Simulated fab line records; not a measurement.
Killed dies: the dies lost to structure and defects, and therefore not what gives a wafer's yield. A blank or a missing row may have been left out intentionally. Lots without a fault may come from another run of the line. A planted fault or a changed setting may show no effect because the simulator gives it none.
A struck lot beside a sound one :: flow gf180mcu :: 24 out of 602 route steps
Sound: wafers L259.1, L259.2, L259.4. The struck wafers were L266.1, L266.4, L266.6. At the end, the cause is stated.
At each step with rows: each side's tool, then ch and its chambers, then its first start. Under that, the readings that differ: sound wafers :: struck wafers :: difference of the means :: sigmas: that difference in standard deviations of wafers without a fault.
alike: same words and numbers on both sides, and readings whose means sit less than 2 such deviations apart. not compared: any withheld reading, any reading some wafer has no value for, any bound like >300 that may hide the same value, and any number with overlapping values for which the record gives no deviation.
A row with sigmas, a row that says differs or no value, or rows on one side alone: a step with any of these is where the two part. Numbers that don't overlap but have no deviation are shown without sigmas and don't part them. Lack of a reading on every wafer of one side parts them only where that side has two or more wafers.

GF_V4_SPUTTER_22: material TiN, target thk 10 nm, time 40 s.
  struck on pvd_sputter-03, day 29 03:17; sound on pvd_sputter-04, day 27 02:46
  alike: cathode_dc_power_W, chamber_pressure_pa, throttle_valve_pct
then, 1 step without rows for these wafers: GF_V4_CVD_23 (deposits W, target thk 350 nm, time 104.9 s).
GF_V4_RS_MEAS_24: uses a four-point probe to measure.
  struck on film_metro-01, day 29 03:26; sound on film_metro-02, day 27 02:55
  alike: V4_W_RS
GF_V4_THK_MEAS_25: measures by xrf.
  struck on film_metro-01, day 29 03:34; sound on film_metro-02, day 27 03:02
  alike: V4_W_THK
GF_V4_CMP_26: polishes, stops on SiO2, t overpolish 15 s, target thk 0 nm.
  sound on cmp-01 ch 0,1,2, day 27 03:06; struck on cmp-01 ch 1,2, day 29 03:37
  alike: motor_current_A, overpolish_run_s, time_to_endpoint_s
GF_MIM_SPUTTER_00: material Ti, target thk 37.5 nm, time 150 s.
  struck on pvd_sputter-04, day 29 03:55; sound on pvd_sputter-03, day 27 03:24
  alike: cathode_dc_power_W, chamber_pressure_pa, throttle_valve_pct
then, 1 step without rows for these wafers: GF_MIM_SPUTTER_01 (material TiN, target thk 30 nm, time 25 s).
GF_MIM_SPUTTER_02: material AlCu, target thk 450 nm, time 23.9 s.
  struck on pvd_sputter-04, day 29 04:03; sound on pvd_sputter-03, day 27 03:32
  alike: cathode_dc_power_W, chamber_pressure_pa, throttle_valve_pct
GF_MIM_SPUTTER_03: material Ti, target thk 10 nm, time 6.7 s.
  struck on pvd_sputter-04, day 29 04:05; sound on pvd_sputter-03, day 27 03:34
reading: chamber_pressure_pa (Pa)
sound: 0.2999 0.3009 0.3001
struck: 0.2984 0.2998 0.2987
difference: -0.0013
sigmas: -2
  alike: cathode_dc_power_W, throttle_valve_pct
then, 2 steps without rows for these wafers: GF_MIM_SPUTTER_04 (material TiN, target thk 50 nm, time 41.7 s); GF_MIM_CVD_05 (deposits Si3N4, target thk 42 nm, time 29.086 s).
GF_MIM_THK_MEAS_06:
  struck on film_metro-01, day 29 04:10; sound on film_metro-01, day 27 03:40
  alike: MIM_CVD_05_THK
GF_MIM_SPUTTER_07: material TiN, target thk 60 nm, time 50 s.
  struck on pvd_sputter-03, day 29 04:14; sound on pvd_sputter-04, day 27 03:43
  no value came back on the struck wafers for cathode_dc_power_W (W), chamber_pressure_pa (Pa), throttle_valve_pct (%); on the sound wafers cathode_dc_power_W (W) reads 6499.1 6499.6 6500.3
then, 9 steps without rows for these wafers: GF_MIM_SPUTTER_08 (material AlCu, target thk 200 nm, time 10.6 s); GF_MIM_SPUTTER_09 (material TiN, target thk 35 nm, time 29.2 s); GF_MIM_DEHYDRATE_12 (time 60 s); GF_MIM_HMDS_13 (prime time 60 s); GF_MIM_COAT_14 (resist thk 1000 nm); GF_MIM_SOFTBAKE_15 (time 60 s); GF_MIM_EXPOSE_16 (exposes mask FuseTop, target cd 2000 nm); GF_MIM_PEB_17; GF_MIM_DEVELOP_18 (develop time 60 s).
GF_MIM_METAL_ETCH_19: etches the open film in Cl2/BCl3, stops on Si3N4, target depth 324.5 nm, time 54.1 s.
  sound on rie_metal-02 ch 0,1, day 27 23:27; struck on rie_metal-03 ch 0,1, day 29 23:06
reading: oes_product_au (a.u.)
sound: 0.932 0.927 0.934
struck: 0.983 0.980 0.997
difference: +0.056
sigmas: +8

reading: throttle_valve_pct (%)
sound: 28.294 28.295 28.293
struck: 28.241 28.235 28.229
difference: -0.059
sigmas: -5
  alike: drypump_motor_current_A
  not compared: rf_hours_counter_h
then, 1 step without rows for these wafers: GF_MIM_STRIP_20 (strips in O2/N2).

## WHERE THEY PART
Last at GF_MIM_METAL_ETCH_19 as far as this record goes, first at GF_MIM_SPUTTER_03.

WHY: what the simulator had put in
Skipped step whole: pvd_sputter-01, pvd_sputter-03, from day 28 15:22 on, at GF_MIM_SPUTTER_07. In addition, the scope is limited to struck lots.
